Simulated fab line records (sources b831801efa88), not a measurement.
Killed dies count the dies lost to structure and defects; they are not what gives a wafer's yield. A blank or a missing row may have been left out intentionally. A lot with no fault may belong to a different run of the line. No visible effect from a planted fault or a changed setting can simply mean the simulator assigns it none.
Which tool was responsible? :: flow sky130 :: 12 lots with 36 wafers sampled at 5 steps, on a route of 708 steps

== WHAT EACH GAUGE READ, for each wafer ==
SKY_VT_ADJUST_NCORE_OVL_MEAS_08.
lot: L878
measured: day 8 13:58
on: overlay-01
VT_ADJUST_NCORE_OVL (nm): -0.4 -1.7 -2.2

lot: L881
measured: day 9 15:42
on: overlay-02
VT_ADJUST_NCORE_OVL (nm): 2.8 1.0 1.6

lot: L883
measured: day 10 03:15
on: overlay-02
VT_ADJUST_NCORE_OVL (nm): -1.7 0.6 -2.8

lot: L884
measured: day 10 09:52
on: overlay-01
VT_ADJUST_NCORE_OVL (nm): 1.1 0.3 0.6

lot: L885
measured: day 10 16:47
on: overlay-01
VT_ADJUST_NCORE_OVL (nm): 0.2 -1.6 0.2

lot: L892
measured: day 12 21:37
on: overlay-02
VT_ADJUST_NCORE_OVL (nm): 1.0 0.7 1.3

lot: L895
measured: day 13 17:42
on: overlay-01
VT_ADJUST_NCORE_OVL (nm): 1.0 0.6 0.7

lot: L894
measured: day 13 18:36
on: overlay-02
VT_ADJUST_NCORE_OVL (nm): 2.0 2.2 1.5

lot: L897
measured: day 14 06:15
on: overlay-02
VT_ADJUST_NCORE_OVL (nm): 3.2 2.1 3.0

lot: L899
measured: day 14 13:10
on: overlay-02
VT_ADJUST_NCORE_OVL (nm): -1.0 -0.1 -2.3

lot: L900
measured: day 14 22:00
on: overlay-01
VT_ADJUST_NCORE_OVL (nm): -2.2 -1.7 -2.2

lot: L901
measured: day 15 07:58
on: overlay-01
VT_ADJUST_NCORE_OVL (nm): -3.5 -4.8 -4.7

SKY_VT_ADJUST_HVTR_CD_MEAS_07: the cd target is 380 nm.
lot: L878
measured: day 9 10:44
on: cd-sem-01
cd-nm (nm): 374.3 377.2 376.4

lot: L881
measured: day 10 14:40
on: cd-sem-01
cd-nm (nm): 379.9 380.5 379.9

lot: L883
measured: day 11 02:02
on: cd-sem-01
cd-nm (nm): 379.6 380.3 381.5

lot: L884
measured: day 11 07:58
on: cd-sem-01
cd-nm (nm): 382.7 378.8 381.8

lot: L885
measured: day 11 15:55
on: cd-sem-01
cd-nm (nm): 376.6 377.4 375.5

lot: L892
measured: day 13 22:48
on: cd-sem-01
cd-nm (nm): 378.4 376.0 378.6

lot: L895
measured: day 14 19:27
on: cd-sem-01
cd-nm (nm): 379.3 381.5 382.0

lot: L894
measured: day 14 19:43
on: cd-sem-02
cd-nm (nm): 376.8 377.0 378.6

lot: L897
measured: day 15 08:04
on: cd-sem-02
cd-nm (nm): 380.4 382.2 381.5

lot: L899
measured: day 15 15:41
on: cd-sem-02
cd-nm (nm): 377.4 376.3 379.1

lot: L900
measured: day 16 00:37
on: cd-sem-02
cd-nm (nm): 376.5 379.9 379.7

lot: L901
measured: day 16 11:59
on: cd-sem-02
cd-nm (nm): 375.2 376.1 375.9

SKY_SONOS_ONO_THK_MEAS_05.
lot: L878
measured: day 11 12:43
on: film-metro-04
SONOS_ONO_CVD_04_THK (nm): 5.60 5.69 5.66

lot: L881
measured: day 12 21:14
on: film-metro-03
SONOS_ONO_CVD_04_THK (nm): 5.73 5.58 5.74

lot: L883
measured: day 13 08:31
on: film-metro-04
SONOS_ONO_CVD_04_THK (nm): 8.39 8.40 8.42

lot: L884
measured: day 13 13:16
on: film-metro-04
SONOS_ONO_CVD_04_THK (nm): 8.61 8.62 8.62

lot: L885
measured: day 13 23:56
on: film-metro-02
SONOS_ONO_CVD_04_THK (nm): 8.64 8.45 8.52

lot: L892
measured: day 16 09:42
on: film-metro-04
SONOS_ONO_CVD_04_THK (nm): 5.57 5.58 5.50

lot: L895
measured: day 17 09:16
on: film-metro-03
SONOS_ONO_CVD_04_THK (nm): 5.77 5.94 5.92

lot: L894
measured: day 17 09:15
on: film-metro-02
SONOS_ONO_CVD_04_THK (nm): 5.86 5.78 5.77

lot: L897
measured: day 17 23:48
on: film-metro-04
SONOS_ONO_CVD_04_THK (nm): 5.78 5.65 5.79

lot: L899
measured: day 18 04:56
on: film-metro-04
SONOS_ONO_CVD_04_THK (nm): 5.66 5.56 5.63

lot: L900
measured: day 18 15:11
on: film-metro-03
SONOS_ONO_CVD_04_THK (nm): 5.80 5.73 5.76

lot: L901
measured: day 19 07:21
on: film-metro-02
SONOS_ONO_CVD_04_THK (nm): 5.68 5.72 5.76

SKY_POLY_GATE_THK_MEAS_01.
lot: L878
measured: day 13 21:22
on: film-metro-03
POLY_GATE_CVD_00_THK (nm): 181.5 181.7 181.4

lot: L881
measured: day 15 07:04
on: film-metro-04
POLY_GATE_CVD_00_THK (nm): 177.4 178.7 177.7

lot: L883
measured: day 15 21:44
on: film-metro-03
POLY_GATE_CVD_00_THK (nm): 182.7 182.5 181.9

lot: L884
measured: day 16 03:47
on: film-metro-04
POLY_GATE_CVD_00_THK (nm): 180.2 180.4 180.7

lot: L885
measured: day 16 10:53
on: film-metro-03
POLY_GATE_CVD_00_THK (nm): 178.9 178.5 180.3

lot: L892
measured: day 19 03:28
on: film-metro-01
POLY_GATE_CVD_00_THK (nm): 180.6 179.9 180.0

lot: L895
measured: day 20 02:40
on: film-metro-04
POLY_GATE_CVD_00_THK (nm): 178.8 179.7 179.4

lot: L894
measured: day 20 04:13
on: film-metro-01
POLY_GATE_CVD_00_THK (nm): 179.9 179.6 178.9

lot: L897
measured: day 20 18:53
on: film-metro-03
POLY_GATE_CVD_00_THK (nm): 179.1 179.8 181.7

lot: L899
measured: day 20 22:49
on: film-metro-04
POLY_GATE_CVD_00_THK (nm): 183.4 182.5 183.3

lot: L900
measured: day 21 09:41
on: film-metro-01
POLY_GATE_CVD_00_THK (nm): 177.6 179.6 177.7

lot: L901
measured: day 22 03:12
on: film-metro-03
POLY_GATE_CVD_00_THK (nm): 179.5 178.4 180.0

== TOOL THAT RAN EACH LOT (tool first, then ch and the chambers of the sampled wafers, then the start) ==
lot: L878
SKY_SONOS_ONO_CVD_04: lpcvd-03 ch 0, day 11 11:27

lot: L881
SKY_SONOS_ONO_CVD_04: lpcvd-03 ch 0, day 12 19:59

lot: L883
SKY_SONOS_ONO_CVD_04: lpcvd-03 ch 1, day 13 07:16

lot: L884
SKY_SONOS_ONO_CVD_04: lpcvd-03 ch 0, day 13 12:00

lot: L885
SKY_SONOS_ONO_CVD_04: lpcvd-03 ch 0, day 13 22:41

lot: L892
SKY_SONOS_ONO_CVD_04: lpcvd-03 ch 0, day 16 08:26

lot: L895
SKY_SONOS_ONO_CVD_04: lpcvd-03 ch 0, day 17 08:00

lot: L894
SKY_SONOS_ONO_CVD_04: lpcvd-03 ch 0, day 17 08:00

lot: L897
SKY_SONOS_ONO_CVD_04: lpcvd-03 ch 1, day 17 22:33

lot: L899
SKY_SONOS_ONO_CVD_04: lpcvd-03 ch 0, day 18 03:40

lot: L900
SKY_SONOS_ONO_CVD_04: lpcvd-03 ch 1, day 18 13:55

lot: L901
SKY_SONOS_ONO_CVD_04: lpcvd-03 ch 0, day 19 06:05
- SKY_SONOS_ONO_CVD_04: deposits SiO2 from SiH4/N2O, target thk 5.7199 nm.

== AS READ BY THE TOOLS THEMSELVES (means over the sampled wafers that have a number; for cases with no such wafer, the mark the record gives instead) ==
SKY_SONOS_ONO_CVD_04.
lot: L878
tool: lpcvd-03
spike-tc-bottom-C (C): 915.7
spike-tc-centre-C (C): 899.2
spike-tc-lower-C (C): 901.0
spike-tc-top-C (C): 911
spike-tc-upper-C (C): 901.3
susceptor-temp-C (C): 900.1
zone-power-bottom-pct (%): 28.9
zone-power-lower-pct (%): 17.99
zone-power-top-pct (%): 32.2
zone-power-upper-pct (%): 18.4

lot: L881
tool: lpcvd-03
spike-tc-bottom-C (C): 915.2
spike-tc-centre-C (C): 898.6
spike-tc-lower-C (C): 902.0
spike-tc-top-C (C): 910
spike-tc-upper-C (C): 901.0
susceptor-temp-C (C): 900.0
zone-power-bottom-pct (%): 29.0
zone-power-lower-pct (%): 17.71
zone-power-top-pct (%): 32.3
zone-power-upper-pct (%): 18.5

lot: L883
tool: lpcvd-03
spike-tc-bottom-C (C): 945.3
spike-tc-centre-C (C): 926.3
spike-tc-lower-C (C): 926.8
spike-tc-top-C (C): 943
spike-tc-upper-C (C): 926.3
susceptor-temp-C (C): 925.9
zone-power-bottom-pct (%): 28.4
zone-power-lower-pct (%): 19.15
zone-power-top-pct (%): 36.1
zone-power-upper-pct (%): 20.1

lot: L884
tool: lpcvd-03
spike-tc-bottom-C (C): 941.2
spike-tc-centre-C (C): 924.0
spike-tc-lower-C (C): 927.0
spike-tc-top-C (C): 935
spike-tc-upper-C (C): 927.9
susceptor-temp-C (C): 925.9
zone-power-bottom-pct (%): 31.1
zone-power-lower-pct (%): 18.87
zone-power-top-pct (%): 33.8
zone-power-upper-pct (%): 19.9

lot: L885
tool: lpcvd-03
spike-tc-bottom-C (C): 941.0
spike-tc-centre-C (C): 925.3
spike-tc-lower-C (C): 926.9
spike-tc-top-C (C): 935
spike-tc-upper-C (C): 927.1
susceptor-temp-C (C): 925.8
zone-power-bottom-pct (%): 30.6
zone-power-lower-pct (%): 19.14
zone-power-top-pct (%): 34.0
zone-power-upper-pct (%): 19.7

lot: L892
tool: lpcvd-03
spike-tc-bottom-C (C): 915.9
spike-tc-centre-C (C): 898.5
spike-tc-lower-C (C): 901.3
spike-tc-top-C (C): 910
spike-tc-upper-C (C): 901.3
susceptor-temp-C (C): 899.4
zone-power-bottom-pct (%): 28.7
zone-power-lower-pct (%): 17.83
zone-power-top-pct (%): 32.2
zone-power-upper-pct (%): 18.5

lot: L895
tool: lpcvd-03
spike-tc-bottom-C (C): 915.9
spike-tc-centre-C (C): 897.8
spike-tc-lower-C (C): 901.7
spike-tc-top-C (C): 910
spike-tc-upper-C (C): 901.5
susceptor-temp-C (C): 899.9
zone-power-bottom-pct (%): 29.1
zone-power-lower-pct (%): 17.71
zone-power-top-pct (%): 32.1
zone-power-upper-pct (%): 18.4

lot: L894
tool: lpcvd-03
spike-tc-bottom-C (C): 915.0
spike-tc-centre-C (C): 898.2
spike-tc-lower-C (C): 901.2
spike-tc-top-C (C): 910
spike-tc-upper-C (C): 900.4
susceptor-temp-C (C): 899.9
zone-power-bottom-pct (%): 28.9
zone-power-lower-pct (%): 17.67
zone-power-top-pct (%): 32.6
zone-power-upper-pct (%): 18.3

lot: L897
tool: lpcvd-03
spike-tc-bottom-C (C): 920.5
spike-tc-centre-C (C): 899.2
spike-tc-lower-C (C): 900.3
spike-tc-top-C (C): 917
spike-tc-upper-C (C): 899.3
susceptor-temp-C (C): 900.5
zone-power-bottom-pct (%): 26.8
zone-power-lower-pct (%): 17.82
zone-power-top-pct (%): 34.6
zone-power-upper-pct (%): 19.0

lot: L899
tool: lpcvd-03
spike-tc-bottom-C (C): 915.9
spike-tc-centre-C (C): 897.1
spike-tc-lower-C (C): 901.3
spike-tc-top-C (C): 910
spike-tc-upper-C (C): 900.8
susceptor-temp-C (C): 899.8
zone-power-bottom-pct (%): 28.9
zone-power-lower-pct (%): 17.78
zone-power-top-pct (%): 32.5
zone-power-upper-pct (%): 18.5

lot: L900
tool: lpcvd-03
spike-tc-bottom-C (C): 919.9
spike-tc-centre-C (C): 900.6
spike-tc-lower-C (C): 900.5
spike-tc-top-C (C): 917
spike-tc-upper-C (C): 900.3
susceptor-temp-C (C): 899.9
zone-power-bottom-pct (%): 26.6
zone-power-lower-pct (%): 18.01
zone-power-top-pct (%): 34.5
zone-power-upper-pct (%): 19.1

lot: L901
tool: lpcvd-03
spike-tc-bottom-C (C): 914.4
spike-tc-centre-C (C): 898.3
spike-tc-lower-C (C): 901.5
spike-tc-top-C (C): 911
spike-tc-upper-C (C): 901.3
susceptor-temp-C (C): 900.4
zone-power-bottom-pct (%): 29.1
zone-power-lower-pct (%): 17.86
zone-power-top-pct (%): 32.2
zone-power-upper-pct (%): 18.3

== THE ANSWER, worked out from the rows above alone ==
Rule: the lots themselves supply what counts as usual. Put in order of their means at a reading, lots are off if they are a third of the lots or fewer, leave a main group of 4 or more, and stand apart from it by a gap of 3 or more times the standard deviation of the main group's means; of several such gaps the widest counts. The tables above print the reading to a certain number of digits; a main group whose means all agree to those digits is not used. Also off: a lot with no number at a reading for which 4 or more lots have one. Where the step has rows for the other lots, those lots are counted as sound. First the gauges in route order, then the tools' own readings, where a lot's mean is used as printed above. At the first step where some lot is off, the reading lying furthest off is the one used; lots without a number count as furthest.
Off: L883, L884, L885, seen at SKY_SONOS_ONO_THK_MEAS_05 (SONOS_ONO_CVD_04_THK). Main group: mean 5.71 nm, sd 0.094.
A tool fits if, at a process step before that reading, it ran every lot that is off, and no sound lot after the first of them. The gauges at SKY_SONOS_ONO_THK_MEAS_05 aren't tried: what is off there is off at SKY_SONOS_ONO_CVD_04 too, on other tools, and a gauge's error can't cause that. None of those tried fits.

== WHAT THE SIMULATOR HAD PUT IN ==
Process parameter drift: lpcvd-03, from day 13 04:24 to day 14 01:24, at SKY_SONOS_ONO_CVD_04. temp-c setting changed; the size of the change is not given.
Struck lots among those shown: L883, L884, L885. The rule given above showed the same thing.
